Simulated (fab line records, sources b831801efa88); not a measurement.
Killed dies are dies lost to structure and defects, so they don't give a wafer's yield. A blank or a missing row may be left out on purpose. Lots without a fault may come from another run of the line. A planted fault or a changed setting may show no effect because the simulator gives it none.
Which tool did it? | flow sky130 | 13 lots, 39 wafers sampled, at 5 steps of a route of 708

WHAT THE GAUGES READ, wafer by wafer
The record holds no reading of a measuring or inspecting step that can be judged against a usual standard deviation.

WHICH TOOL RAN EACH LOT (tool, then ch and the chambers of the sampled wafers, then the start)
lot  | SKY_LDD_HVP_EXPOSE_04               | SKY_LI_CONTACT_ETCH_15             | SKY_METAL1_SPUTTER_02        | SKY_VIA1_CMP_02               | SKY_PAD_OPEN_PROBE_99
L273 | iline_stepper-02 ch 0, day 21 08:21 | rie_diel-03 ch 0,1, day 29 11:55   | pvd_sputter-04, day 31 21:29 | cmp-02 ch 0,1,3, day 33 02:11 | -
L274 | iline_stepper-01 ch 0, day 21 14:35 | rie_diel-02 ch 2,3, day 29 17:29   | pvd_sputter-01, day 32 04:11 | cmp-02 ch 0,1,3, day 33 08:07 | -
L276 | iline_stepper-01 ch 0, day 22 01:15 | rie_diel-02 ch 1,3, day 30 02:29   | pvd_sputter-03, day 32 14:11 | cmp-01 ch 0,2,3, day 33 17:58 | -
L278 | iline_stepper-01 ch 0, day 23 05:53 | rie_diel-02 ch 1,2,3, day 31 04:33 | pvd_sputter-04, day 33 14:26 | cmp-02 ch 1,3, day 34 18:23   | -
L279 | iline_stepper-02 ch 0, day 23 14:12 | rie_diel-02 ch 1,2,3, day 31 11:45 | pvd_sputter-04, day 33 22:28 | cmp-02 ch 2,3, day 35 02:40   | -
L281 | iline_stepper-02 ch 0, day 24 02:18 | rie_diel-03 ch 0,1, day 32 01:08   | pvd_sputter-01, day 34 11:50 | cmp-01 ch 0,1,2, day 35 15:55 | -
L280 | iline_stepper-02 ch 0, day 24 06:28 | rie_diel-03 ch 0,2,3, day 32 03:26 | pvd_sputter-04, day 34 13:26 | cmp-02 ch 0,2,3, day 35 16:49 | -
L283 | iline_stepper-01 ch 0, day 24 20:21 | rie_diel-03 ch 0,2, day 32 14:50   | pvd_sputter-01, day 35 00:04 | cmp-01 ch 0,1,2, day 36 03:59 | -
L288 | iline_stepper-01 ch 0, day 26 19:09 | rie_diel-01 ch 0,3, day 34 11:41   | pvd_sputter-03, day 36 20:36 | cmp-01 ch 1,2, day 37 22:55   | prober-02, day 49 12:01
L292 | iline_stepper-02 ch 0, day 28 07:00 | rie_diel-02 ch 0,2,3, day 35 20:02 | pvd_sputter-04, day 38 03:35 | cmp-02 ch 0,2,3, day 39 06:29 | -
L293 | iline_stepper-01 ch 0, day 28 07:35 | rie_diel-03 ch 1,2, day 35 21:18   | pvd_sputter-04, day 38 04:49 | cmp-02 ch 1,2,3, day 39 08:11 | -
L294 | iline_stepper-02 ch 0, day 28 15:44 | rie_diel-01 ch 1,3, day 36 03:08   | pvd_sputter-04, day 38 11:47 | cmp-02 ch 0,1,2, day 39 14:16 | -
L295 | iline_stepper-01 ch 0, day 28 20:32 | rie_diel-03 ch 0,2,3, day 36 05:57 | pvd_sputter-04, day 38 13:42 | cmp-01 ch 0,2,3, day 39 16:05 | -
- SKY_LDD_HVP_EXPOSE_04: exposes mask HVPTM, target cd 700 nm.
- SKY_LI_CONTACT_ETCH_15: etches PSG in C4F8/O2/Ar, stops on Si, target depth 600 nm.
- SKY_METAL1_SPUTTER_02: material AlCu, target thk 250 nm, time 13.3 s.
- SKY_VIA1_CMP_02: polishes SiO2.
- SKY_PAD_OPEN_PROBE_99

WHAT THE TOOLS THEMSELVES READ (means of the sampled wafers that have a number; where no wafer has one, the mark that the record gives instead)
SKY_LI_CONTACT_ETCH_15. Usual: oes_product_au 0.837 a.u., standard deviation 0.0047.
lot  | tool        | oes_product_au (a.u.) | flag
L273 | rie_diel-03 | 0.839                 |
L274 | rie_diel-02 | 0.830                 |
L276 | rie_diel-02 | 0.835                 |
L278 | rie_diel-02 | 0.839                 |
L279 | rie_diel-02 | 0.839                 |
L281 | rie_diel-03 | 0.838                 |
L280 | rie_diel-03 | 0.835                 |
L283 | rie_diel-03 | 0.838                 |
L288 | rie_diel-01 | 0.834                 |
L292 | rie_diel-02 | 0.843                 |
L293 | rie_diel-03 | 0.836                 |
L294 | rie_diel-01 | 0.833                 |
L295 | rie_diel-03 | 0.839                 |

SKY_METAL1_SPUTTER_02. Usual: chamber_pressure_pa 0.4000 Pa, standard deviation 0.00076; throttle_valve_pct 29.9 %, standard deviation 1.2.
lot  | tool           | chamber_pressure_pa (Pa) | throttle_valve_pct (%) | flag
L273 | pvd_sputter-04 | 0.3998                   | 29.3                   |
L274 | pvd_sputter-01 | 0.3997                   | 30.5                   |
L276 | pvd_sputter-03 | 0.3996                   | 29.6                   |
L278 | pvd_sputter-04 | 0.3995                   | 29.6                   |
L279 | pvd_sputter-04 | 0.3995                   | 29.3                   |
L281 | pvd_sputter-01 | 0.3993                   | 31.0                   |
L280 | pvd_sputter-04 | 0.4003                   | 31.3                   |
L283 | pvd_sputter-01 | 0.3996                   | 30.1                   |
L288 | pvd_sputter-03 | 0.4003                   | 29.3                   |
L292 | pvd_sputter-04 | 0.3999                   | 29.7                   |
L293 | pvd_sputter-04 | 0.4004                   | 29.6                   |
L294 | pvd_sputter-04 | 0.4005                   | 30.4                   |
L295 | pvd_sputter-04 | 0.4012                   | 29.7                   |

SKY_VIA1_CMP_02. Usual: motor_current_A 12.6 A, standard deviation 1.3.
lot  | tool   | motor_current_A (A) | flag
L273 | cmp-02 | 13.4                |
L274 | cmp-02 | 13.2                |
L276 | cmp-01 | 11.1                |
L278 | cmp-02 | 13.3                |
L279 | cmp-02 | 13.9                |
L281 | cmp-01 | 12.0                |
L280 | cmp-02 | 13.4                |
L283 | cmp-01 | 11.9                |
L288 | cmp-01 | 12.2                |
L292 | cmp-02 | 13.6                |
L293 | cmp-02 | 13.9                |
L294 | cmp-02 | 14.0                |
L295 | cmp-01 | 11.3                |

SKY_PAD_OPEN_PROBE_99. Usual: killed_at_M0_to_M3 43, standard deviation 6.8; killed_at_M4_up 3.2, standard deviation 1.8; killed_at_contacts 24, standard deviation 5.2; killed_at_front_end 15, standard deviation 4.2; killed_at_other 0.4, standard deviation 0.62; killed_dies 85, standard deviation 8.7; killed_open 46, standard deviation 6.7; killed_short 39, standard deviation 5.9.
lot  | tool      | killed_at_M0_to_M3 | killed_at_M4_up | killed_at_contacts | killed_at_front_end | killed_at_other | killed_dies | killed_open | killed_short | flag
L288 | prober-02 | 56                 | 4.0             | 22                 | 23                  | 0.0             | 105         | 57          | 45           |

THE ANSWER, worked out from the rows above alone
Rule: a lot is off if the mean of its wafers that have a number lies more than 3 standard deviations from the usual mean. A lot without any number at a reading at which 4 lots or more have one is off too. The other lots that the step has rows for count as sound. The gauges are gone through in route order, then the tools' own readings, and for those a lot's mean is taken as printed above. The first step at which some lot is off is used, and at that step the reading that is off furthest; a lot without a number counts as furthest.
No lot is off at any reading shown: from this, nothing can be told.

WHAT THE SIMULATOR HAD PUT IN
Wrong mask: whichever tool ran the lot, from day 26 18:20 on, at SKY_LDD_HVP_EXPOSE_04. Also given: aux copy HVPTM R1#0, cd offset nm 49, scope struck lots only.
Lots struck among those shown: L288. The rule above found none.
